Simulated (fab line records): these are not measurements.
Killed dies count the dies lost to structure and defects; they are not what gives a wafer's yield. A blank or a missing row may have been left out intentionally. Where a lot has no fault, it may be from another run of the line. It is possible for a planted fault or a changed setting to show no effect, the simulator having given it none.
Which tool did it?	flow sky130	14 lots with 42 wafers sampled at 4 steps, on a route of 708 steps

## WHAT THE GAUGES SHOWED, per wafer
SKY_VT_ADJUST_HVTR_TW_MEAS_11. Usual: VT_ADJUST_HVTR_TW 208.8, standard deviation 2.
lot	measured	on	VT_ADJUST_HVTR_TW	flag
L590	day 9 06:43	film_metro-02	206.2 207.6 206.8	
L592	day 10 05:35	film_metro-02	209.2 207.6 207.0	
L594	day 10 21:21	film_metro-03	211.9 211.6 212.3	
L595	day 11 01:31	film_metro-02	207.5 207.6 208.4	
L598	day 11 21:38	film_metro-02	208.1 207.8 208.3	
L599	day 12 05:08	film_metro-01	209.6 209.5 210.3	
L600	day 12 20:45	film_metro-02	206.6 205.7 206.5	
L607	day 14 18:49	film_metro-02	207.3 208.1 208.0	
L608	day 15 03:53	film_metro-02	206.4 207.5 207.3	
L609	day 15 06:23	film_metro-03	211.5 210.9 212.2	
L610	day 15 12:14	film_metro-02	207.3 207.6 207.9	
L611	day 15 19:33	film_metro-01	209.2 209.7 209.2	
L612	day 16 06:59	film_metro-03	210.0 211.1 210.5	
L613	day 16 11:47	film_metro-01	210.8 210.4 211.3	

SKY_VT_ADJUST_PCH_OVL_MEAS_07. Usual: VT_ADJUST_PCH_OVL 0.7 nm, standard deviation 1.6.
lot	measured	on	VT_ADJUST_PCH_OVL (nm)	flag
L590	day 10 04:26	overlay-02	4.2 1.9 1.5	
L592	day 11 03:35	overlay-01	2.0 0.5 0.7	
L594	day 11 20:56	overlay-01	-0.5 -0.1 1.1	
L595	day 12 01:34	overlay-02	1.0 -1.5 0.1	
L598	day 12 21:34	overlay-02	2.3 1.2 2.3	
L599	day 13 04:53	overlay-02	1.5 0.5 1.8	
L600	day 13 22:08	overlay-01	3.2 2.6 2.4	
L607	day 15 21:26	overlay-02	3.4 4.4 3.4	
L608	day 16 07:12	overlay-01	0.7 0.8 1.0	
L609	day 16 10:01	overlay-02	0.4 0.1 0.4	
L610	day 16 15:13	overlay-02	0.5 -1.8 -1.6	
L611	day 16 23:57	overlay-02	-1.5 -0.4 1.1	
L612	day 17 12:02	overlay-01	2.0 3.4 0.5	
L613	day 17 15:58	overlay-01	-0.1 -2.0 -1.2	

SKY_LDD_LDN_OVL_MEAS_07. Usual: LDD_LDN_OVL 0.9 nm, standard deviation 1.3.
lot	measured	on	LDD_LDN_OVL (nm)	flag
L590	day 22 11:14	overlay-02	-0.2 0.4 0.2	
L592	day 23 19:45	overlay-02	2.2 1.0 1.6	
L594	day 24 10:06	overlay-02	2.8 3.1 2.3	
L595	day 24 20:45	overlay-01	0.3 0.4 -0.9	
L598	day 25 22:59	overlay-01	1.3 1.4 0.8	
L599	day 26 01:52	overlay-01	1.1 -0.3 1.3	
L600	day 26 23:15	overlay-01	-2.0 -1.1 -0.4	
L607	day 28 23:25	overlay-01	-0.1 -0.6 0.2	
L608	day 29 09:25	overlay-02	0.5 -1.9 0.0	
L609	day 29 12:31	overlay-01	0.6 1.1 0.9	
L610	day 29 20:24	overlay-02	0.3 0.6 -0.3	
L611	day 30 01:15	overlay-01	-1.3 -0.8 -0.8	
L612	day 30 11:41	overlay-02	2.6 2.7 3.9	
L613	day 30 17:46	overlay-02	1.7 2.0 1.1	

## EACH LOT AND THE TOOL THAT RAN IT (in order: tool; ch and the chambers of the sampled wafers; start)
lot	SKY_LDD_N_IMPLANT_10
L590	implanter-03 ch 0, day 17 08:17
L592	implanter-03 ch 0, day 18 17:01
L594	implanter-02 ch 0, day 19 08:29
L595	implanter-02 ch 0, day 19 18:13
L598	implanter-03 ch 0, day 20 22:04
L599	implanter-03 ch 0, day 21 00:09
L600	implanter-03 ch 0, day 21 23:25
L607	implanter-02 ch 0, day 24 02:50
L608	implanter-02 ch 0, day 24 10:44
L609	implanter-02 ch 0, day 24 15:09
L610	implanter-03 ch 0, day 25 01:45
L611	implanter-01 ch 0, day 25 05:33
L612	implanter-01 ch 0, day 25 17:54
L613	implanter-01 ch 0, day 25 21:46
- SKY_LDD_N_IMPLANT_10

## WHAT THE TOOLS THEMSELVES READ (means of the sampled wafers that have a number; where no wafer has one, the mark that the record gives instead)
SKY_LDD_N_IMPLANT_10. Usual: beam_energy_keV reads 20.000 (standard deviation 0.006).
lot	tool	beam_energy_keV	flag
L590	implanter-03	20.006	
L592	implanter-03	19.995	
L594	implanter-02	20.002	
L595	implanter-02	20.004	
L598	implanter-03	19.997	
L599	implanter-03	18.497	OFF
L600	implanter-03	18.503	OFF
L607	implanter-02	20.005	
L608	implanter-02	20.000	
L609	implanter-02	19.999	
L610	implanter-03	20.003	
L611	implanter-01	19.992	
L612	implanter-01	20.000	
L613	implanter-01	20.002	

## THE ANSWER, worked out from the rows above alone
Rule: lot off if the mean of its wafers having a number is beyond 3 standard deviations from the usual mean. A lot without any number at a reading at which 4 lots or more have one is off too. All remaining lots with rows at the step are treated as sound. Order of review: gauges by route order, followed by the tools' own readings, for which a lot's mean as printed above is used. The first step at which some lot is off is used, and at that step the reading that is off furthest; a lot without a number counts as furthest.
Off, at SKY_LDD_N_IMPLANT_10 on beam_energy_keV: L599, L600.
A tool fits if, at that step or a process step before it, it ran every lot that is off, and no sound lot after the first of them. None of those tried fits.

## WHAT THE SIMULATOR HAD PUT IN
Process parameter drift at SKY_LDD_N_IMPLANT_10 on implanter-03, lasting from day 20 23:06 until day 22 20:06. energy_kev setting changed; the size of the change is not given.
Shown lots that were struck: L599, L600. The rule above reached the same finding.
